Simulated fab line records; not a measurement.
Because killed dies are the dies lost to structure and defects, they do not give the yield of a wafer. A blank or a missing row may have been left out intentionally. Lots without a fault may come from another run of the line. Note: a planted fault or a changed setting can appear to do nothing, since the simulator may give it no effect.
What tool caused it? || flow gf180mcu || 11 lots, 33 wafers sampled, at 5 steps of a route of 602

== WHAT THE GAUGES READ, wafer by wafer ==
GF_V5_OVL_MEAS_15. Usual: V5_OVL typically reads -2 nm, with standard deviation 4.8.
{"lot": "L231", "measured": "day 28 02:46", "on": "overlay-01", "V5_OVL (nm)": "-2 2 0", "flag": ""}
{"lot": "L232", "measured": "day 28 08:14", "on": "overlay-02", "V5_OVL (nm)": "1 2 0", "flag": ""}
{"lot": "L233", "measured": "day 28 10:04", "on": "overlay-01", "V5_OVL (nm)": "-1 -2 -2", "flag": ""}
{"lot": "L234", "measured": "day 28 18:19", "on": "overlay-02", "V5_OVL (nm)": "-4 -6 -10", "flag": ""}
{"lot": "L235", "measured": "day 29 05:35", "on": "overlay-01", "V5_OVL (nm)": "-5 -1 -8", "flag": ""}
{"lot": "L243", "measured": "day 31 09:36", "on": "overlay-01", "V5_OVL (nm)": "4 0 -1", "flag": ""}
{"lot": "L245", "measured": "day 32 00:34", "on": "overlay-01", "V5_OVL (nm)": "-1 1 4", "flag": ""}
{"lot": "L246", "measured": "day 32 02:55", "on": "overlay-02", "V5_OVL (nm)": "-12 -15 -15", "flag": ""}
{"lot": "L247", "measured": "day 32 06:53", "on": "overlay-02", "V5_OVL (nm)": "0 -2 9", "flag": ""}
{"lot": "L249", "measured": "day 32 23:59", "on": "overlay-02", "V5_OVL (nm)": "3 -4 3", "flag": ""}
{"lot": "L251", "measured": "day 33 10:00", "on": "overlay-02", "V5_OVL (nm)": "-1 -6 0", "flag": ""}

GF_PASSIVATION_THK_MEAS_01. Usual: PASSIVATION_CVD_00_THK typically reads 999 nm, with standard deviation 15.
{"lot": "L231", "measured": "day 29 00:46", "on": "filmMetro-04", "PASSIVATION_CVD_00_THK (nm)": "979 1027 1001", "flag": ""}
{"lot": "L232", "measured": "day 29 06:07", "on": "filmMetro-03", "PASSIVATION_CVD_00_THK (nm)": "973 998 999", "flag": ""}
{"lot": "L233", "measured": "day 29 08:26", "on": "filmMetro-04", "PASSIVATION_CVD_00_THK (nm)": "976 990 997", "flag": ""}
{"lot": "L234", "measured": "day 29 16:12", "on": "filmMetro-04", "PASSIVATION_CVD_00_THK (nm)": "1020 1001 1014", "flag": ""}
{"lot": "L235", "measured": "day 30 02:25", "on": "filmMetro-04", "PASSIVATION_CVD_00_THK (nm)": "995 999 999", "flag": ""}
{"lot": "L243", "measured": "day 32 04:43", "on": "filmMetro-03", "PASSIVATION_CVD_00_THK (nm)": "360 359 365", "flag": "OFF"}
{"lot": "L245", "measured": "day 32 19:53", "on": "filmMetro-04", "PASSIVATION_CVD_00_THK (nm)": "1021 392 383", "flag": "OFF"}
{"lot": "L246", "measured": "day 32 21:46", "on": "filmMetro-04", "PASSIVATION_CVD_00_THK (nm)": "981 985 1011", "flag": ""}
{"lot": "L247", "measured": "day 33 01:53", "on": "filmMetro-02", "PASSIVATION_CVD_00_THK (nm)": "974 992 1001", "flag": ""}
{"lot": "L249", "measured": "day 33 17:40", "on": "filmMetro-02", "PASSIVATION_CVD_00_THK (nm)": "989 1002 1005", "flag": ""}
{"lot": "L251", "measured": "day 34 03:31", "on": "filmMetro-02", "PASSIVATION_CVD_00_THK (nm)": "990 1009 978", "flag": ""}

== EACH LOT AND THE TOOL THAT RAN IT (in order: tool; ch and the chambers of the sampled wafers; start) ==
{"lot": "L231", "GF_V5_SPUTTER_21": "pvdSputter-03, day 28 03:28", "GF_TOP_METAL_SPUTTER_01": "pvdSputter-01, day 28 04:16", "GF_PASSIVATION_CVD_00": "pecvd-01 ch 1,2, day 29 00:40"}
{"lot": "L232", "GF_V5_SPUTTER_21": "pvdSputter-01, day 28 08:58", "GF_TOP_METAL_SPUTTER_01": "pvdSputter-02, day 28 09:52", "GF_PASSIVATION_CVD_00": "pecvd-02 ch 1,2, day 29 06:02"}
{"lot": "L233", "GF_V5_SPUTTER_21": "pvdSputter-03, day 28 10:47", "GF_TOP_METAL_SPUTTER_01": "pvdSputter-01, day 28 11:34", "GF_PASSIVATION_CVD_00": "pecvd-03 ch 0,1, day 29 08:20"}
{"lot": "L234", "GF_V5_SPUTTER_21": "pvdSputter-04, day 28 19:02", "GF_TOP_METAL_SPUTTER_01": "pvdSputter-01, day 28 19:49", "GF_PASSIVATION_CVD_00": "pecvd-03 ch 0,1,2, day 29 16:07"}
{"lot": "L235", "GF_V5_SPUTTER_21": "pvdSputter-01, day 29 06:18", "GF_TOP_METAL_SPUTTER_01": "pvdSputter-04, day 29 07:06", "GF_PASSIVATION_CVD_00": "pecvd-02 ch 0,1,2, day 30 02:19"}
{"lot": "L243", "GF_V5_SPUTTER_21": "pvdSputter-01, day 31 10:19", "GF_TOP_METAL_SPUTTER_01": "pvdSputter-02, day 31 11:06", "GF_PASSIVATION_CVD_00": "pecvd-03 ch 1,2, day 32 04:37"}
{"lot": "L245", "GF_V5_SPUTTER_21": "pvdSputter-04, day 32 01:22", "GF_TOP_METAL_SPUTTER_01": "pvdSputter-02, day 32 02:12", "GF_PASSIVATION_CVD_00": "pecvd-03 ch 1,2, day 32 19:47"}
{"lot": "L246", "GF_V5_SPUTTER_21": "pvdSputter-01, day 32 03:38", "GF_TOP_METAL_SPUTTER_01": "pvdSputter-01, day 32 04:26", "GF_PASSIVATION_CVD_00": "pecvd-02 ch 0,2, day 32 21:41"}
{"lot": "L247", "GF_V5_SPUTTER_21": "pvdSputter-03, day 32 07:36", "GF_TOP_METAL_SPUTTER_01": "pvdSputter-04, day 32 08:23", "GF_PASSIVATION_CVD_00": "pecvd-01 ch 0,2, day 33 01:48"}
{"lot": "L249", "GF_V5_SPUTTER_21": "pvdSputter-01, day 33 00:43", "GF_TOP_METAL_SPUTTER_01": "pvdSputter-04, day 33 01:30", "GF_PASSIVATION_CVD_00": "pecvd-01 ch 0,2, day 33 17:35"}
{"lot": "L251", "GF_V5_SPUTTER_21": "pvdSputter-04, day 33 10:43", "GF_TOP_METAL_SPUTTER_01": "pvdSputter-01, day 33 11:31", "GF_PASSIVATION_CVD_00": "pecvd-01 ch 0,1, day 34 03:25"}
- GF_V5_SPUTTER_21: material Ti, target thk 15 nm, time 80.02 s.
- GF_TOP_METAL_SPUTTER_01: material TiN, target thk 30 nm, time 25 s.
- GF_PASSIVATION_CVD_00: deposits SiO2 from TEOS, target thk 1000 nm, time 111.95 s.

== WHAT THE TOOLS THEMSELVES READ (means of the sampled wafers that have a number; where no wafer has one, the mark that the record gives instead) ==
GF_V5_SPUTTER_21. Usual: 30.0 % for throttleValvePct, sd 0.91.
{"lot": "L231", "tool": "pvdSputter-03", "throttleValvePct (%)": 29.6, "flag": ""}
{"lot": "L232", "tool": "pvdSputter-01", "throttleValvePct (%)": 30.8, "flag": ""}
{"lot": "L233", "tool": "pvdSputter-03", "throttleValvePct (%)": 29.6, "flag": ""}
{"lot": "L234", "tool": "pvdSputter-04", "throttleValvePct (%)": 29.5, "flag": ""}
{"lot": "L235", "tool": "pvdSputter-01", "throttleValvePct (%)": 31.5, "flag": ""}
{"lot": "L243", "tool": "pvdSputter-01", "throttleValvePct (%)": 31.5, "flag": ""}
{"lot": "L245", "tool": "pvdSputter-04", "throttleValvePct (%)": 29.5, "flag": ""}
{"lot": "L246", "tool": "pvdSputter-01", "throttleValvePct (%)": 30.0, "flag": ""}
{"lot": "L247", "tool": "pvdSputter-03", "throttleValvePct (%)": 29.6, "flag": ""}
{"lot": "L249", "tool": "pvdSputter-01", "throttleValvePct (%)": 30.7, "flag": ""}
{"lot": "L251", "tool": "pvdSputter-04", "throttleValvePct (%)": 29.6, "flag": ""}

GF_TOP_METAL_SPUTTER_01. Usual: 30.3 % for throttleValvePct, sd 1.1.
{"lot": "L231", "tool": "pvdSputter-01", "throttleValvePct (%)": 30.8, "flag": ""}
{"lot": "L232", "tool": "pvdSputter-02", "throttleValvePct (%)": 31.2, "flag": ""}
{"lot": "L233", "tool": "pvdSputter-01", "throttleValvePct (%)": 30.3, "flag": ""}
{"lot": "L234", "tool": "pvdSputter-01", "throttleValvePct (%)": 30.8, "flag": ""}
{"lot": "L235", "tool": "pvdSputter-04", "throttleValvePct (%)": 29.4, "flag": ""}
{"lot": "L243", "tool": "pvdSputter-02", "throttleValvePct (%)": 30.6, "flag": ""}
{"lot": "L245", "tool": "pvdSputter-02", "throttleValvePct (%)": 30.0, "flag": ""}
{"lot": "L246", "tool": "pvdSputter-01", "throttleValvePct (%)": 30.9, "flag": ""}
{"lot": "L247", "tool": "pvdSputter-04", "throttleValvePct (%)": 29.6, "flag": ""}
{"lot": "L249", "tool": "pvdSputter-04", "throttleValvePct (%)": 29.4, "flag": ""}
{"lot": "L251", "tool": "pvdSputter-01", "throttleValvePct (%)": 30.9, "flag": ""}

GF_PASSIVATION_CVD_00. Usual: heaterPowerOuterW 355 W, standard deviation 54; heaterPowerW 626 W, standard deviation 75; rfFwdPowerW 596.4 W, standard deviation 2; susceptorTempC 400.03 C, standard deviation 0.24.
{"lot": "L231", "tool": "pecvd-01", "heaterPowerOuterW (W)": 411, "heaterPowerW (W)": 716, "rfFwdPowerW (W)": 594.4, "susceptorTempC (C)": 400.04, "flag": ""}
{"lot": "L232", "tool": "pecvd-02", "heaterPowerOuterW (W)": 333, "heaterPowerW (W)": 556, "rfFwdPowerW (W)": 597.4, "susceptorTempC (C)": 400.00, "flag": ""}
{"lot": "L233", "tool": "pecvd-03", "heaterPowerOuterW (W)": 284, "heaterPowerW (W)": 552, "rfFwdPowerW (W)": 595.4, "susceptorTempC (C)": 400.32, "flag": ""}
{"lot": "L234", "tool": "pecvd-03", "heaterPowerOuterW (W)": 332, "heaterPowerW (W)": 602, "rfFwdPowerW (W)": 594.0, "susceptorTempC (C)": 400.04, "flag": ""}
{"lot": "L235", "tool": "pecvd-02", "heaterPowerOuterW (W)": 364, "heaterPowerW (W)": 626, "rfFwdPowerW (W)": 597.7, "susceptorTempC (C)": 400.21, "flag": ""}
{"lot": "L243", "tool": "pecvd-03", "heaterPowerOuterW (W)": 296, "heaterPowerW (W)": 541, "rfFwdPowerW (W)": 594.7, "susceptorTempC (C)": 399.85, "flag": ""}
{"lot": "L245", "tool": "pecvd-03", "heaterPowerOuterW (W)": 317, "heaterPowerW (W)": 563, "rfFwdPowerW (W)": 596.9, "susceptorTempC (C)": 400.10, "flag": ""}
{"lot": "L246", "tool": "pecvd-02", "heaterPowerOuterW (W)": 346, "heaterPowerW (W)": 620, "rfFwdPowerW (W)": 597.6, "susceptorTempC (C)": 399.88, "flag": ""}
{"lot": "L247", "tool": "pecvd-01", "heaterPowerOuterW (W)": 377, "heaterPowerW (W)": 676, "rfFwdPowerW (W)": 596.2, "susceptorTempC (C)": 399.68, "flag": ""}
{"lot": "L249", "tool": "pecvd-01", "heaterPowerOuterW (W)": 382, "heaterPowerW (W)": 684, "rfFwdPowerW (W)": 595.3, "susceptorTempC (C)": 399.88, "flag": ""}
{"lot": "L251", "tool": "pecvd-01", "heaterPowerOuterW (W)": 333, "heaterPowerW (W)": 588, "rfFwdPowerW (W)": 597.6, "susceptorTempC (C)": 400.06, "flag": ""}

== THE ANSWER, worked out from the rows above alone ==
Rule: a lot is off if the mean of its wafers that have a number lies more than 3 standard deviations from the usual mean. A lot without any number at a reading at which 4 lots or more have one is off too. The other lots that the step has rows for count as sound. Order of review: gauges by route order, followed by the tools' own readings, for which a lot's mean as printed above is used. The first step at which some lot is off is used, and at that step the reading that is off furthest; a lot without a number counts as furthest.
Off: at GF_PASSIVATION_THK_MEAS_01 (PASSIVATION_CVD_00_THK), L243, L245.
If a tool, at a process step before that reading, ran all the lots that are off and no sound lot after the first of them, it fits. Gauges at GF_PASSIVATION_THK_MEAS_01: tried the same way as those tools. 2 tools fit, pvdSputter-02 at GF_TOP_METAL_SPUTTER_01 and pecvd-03 at GF_PASSIVATION_CVD_00, so this cannot tell which one it is.

== WHAT THE SIMULATOR PUT IN ==
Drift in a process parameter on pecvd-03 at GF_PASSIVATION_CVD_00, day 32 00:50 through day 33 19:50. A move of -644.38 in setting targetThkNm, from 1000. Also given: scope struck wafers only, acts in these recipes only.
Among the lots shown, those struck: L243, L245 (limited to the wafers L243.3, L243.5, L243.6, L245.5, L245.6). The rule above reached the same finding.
